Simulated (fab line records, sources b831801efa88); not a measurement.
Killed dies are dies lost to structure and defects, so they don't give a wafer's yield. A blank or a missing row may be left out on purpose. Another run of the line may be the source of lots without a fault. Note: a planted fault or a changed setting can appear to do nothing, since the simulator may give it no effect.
Code-filled problem report in 8D (eight disciplines) form :: flow gf180mcu :: the parts of the form that need people (team, actions taken, sign-off) are left out

## 1. WHAT IS WRONG
At GF_M4_CD_MEAS_14, cdNm averages 287.4 nm over 6 wafers from 2 lots, while fault-free wafers read 280.0 nm, standard deviation 1.2. Relative to the usual mean, that is a shift of +6.2 standard deviations.
The step: target cd 280 nm.
First seen on wafer L211.1, day 30 01:01, on cdSem-02. At this step, 39 wafers from 13 lots have a number in the record. The rule behind "out" and "out of limits": a value lying over 4 standard deviations away from the usual mean. Any other wafer with a number is counted as sound.

## 2. WHAT IT IS AND WHAT IT IS NOT
question: which readings at this step
is: cdNm
is not: -

question: which lots
is: L211, L213
is not: L191, L192, L193, L194, L195, L196, L197, L198, L202, L203, L204

question: which wafers of those lots
is: all that have a number
is not: -

question: read on which gauges
is: cdSem-02
is not: cdSem-01

question: when
is: from day 30 01:01
is not: up to then (33 sound wafers)

## 3. WHAT RULES OUT EACH SUSPECT
Counting: a tool stays on the suspect list if, at a process step up to the reading, it processed all lots that are out and no sound lot following the first of them.
- ruled out: the gauge at GF_M4_CD_MEAS_14. All the wafers that are out were read on cdSem-02, but those of them that GF_M4_SOFTBAKE_10 has rows for are out there too, on other tools.
- cvdW-01 at GF_V2_CVD_23 (deposits W, target thk 350 nm, time 104.94 s): kept. It processed each lot that is out, first L211 at day 27 10:41, and no sound lot thereafter; up to then, the last sound lot it processed was L204 at day 24 21:37.
- lithoTrack-02 at GF_M4_SOFTBAKE_10 (time 60 s): kept. It processed each lot that is out, first L211 at day 29 15:28, and no sound lot thereafter; up to then, the last sound lot it processed was L204 at day 27 06:37. On those wafers its own readings are out: heaterPowerTotalW, plateTempC.
What counting leaves: cvdW-01 at GF_V2_CVD_23 and lithoTrack-02 at GF_M4_SOFTBAKE_10.

## 4. THE CAUSE (what the simulator had put in)
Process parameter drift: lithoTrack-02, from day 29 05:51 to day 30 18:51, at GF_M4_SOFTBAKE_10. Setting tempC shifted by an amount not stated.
2 suspects survive the count, and this tool is in that group.

## 5. SEQUENCE OF EFFECTS, ordered by route
One row per reading whose mean, taken over the struck wafers that have a number, lies over 3 standard deviations from the usual. Readings are gone through only where the record gives a usual standard deviation; hours: the median, over the lots, of the time from a lot's start at the first step in this table giving one to that lot's start at this step; sigmas: the change measured in usual standard deviations.
hours: 0
step: GF_M4_SOFTBAKE_10
reading: heaterPowerTotalW
usual: 93.05 W
on struck wafers: 90.53
change: -2.52
sigmas: -43

hours: 0
step: GF_M4_SOFTBAKE_10
reading: plateTempC
usual: 129.99 C
on struck wafers: 127.19
change: -2.80
sigmas: -22

hours: 9
step: GF_M4_CD_MEAS_14
reading: cdNm
usual: 280.0 nm
on struck wafers: 287.4
change: +7.4
sigmas: +6.2
Process steps it contains:
- GF_M4_SOFTBAKE_10: time 60 s.
At these later measuring or inspecting steps, every struck wafer for which the step has a row has a number for every such reading, and none has moved that far: GF_V4_CD_MEAS_14.

## 6. WHAT WOULD HAVE CAUGHT IT SOONER
In this record the first reading out of limits at a measuring or inspecting step was taken at day 30 01:01, 19 hours after the fault began at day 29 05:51.
At GF_M4_SOFTBAKE_10, the tool's own readings (heaterPowerTotalW, plateTempC) were out on each struck wafer the step has a row for, so an alarm limit on them would have fired on the first such wafer.
Lots out: 2; of these, L213 started GF_M4_SOFTBAKE_10 on lithoTrack-02 after day 30 01:01. A hold on the tool at that time would have spared it.
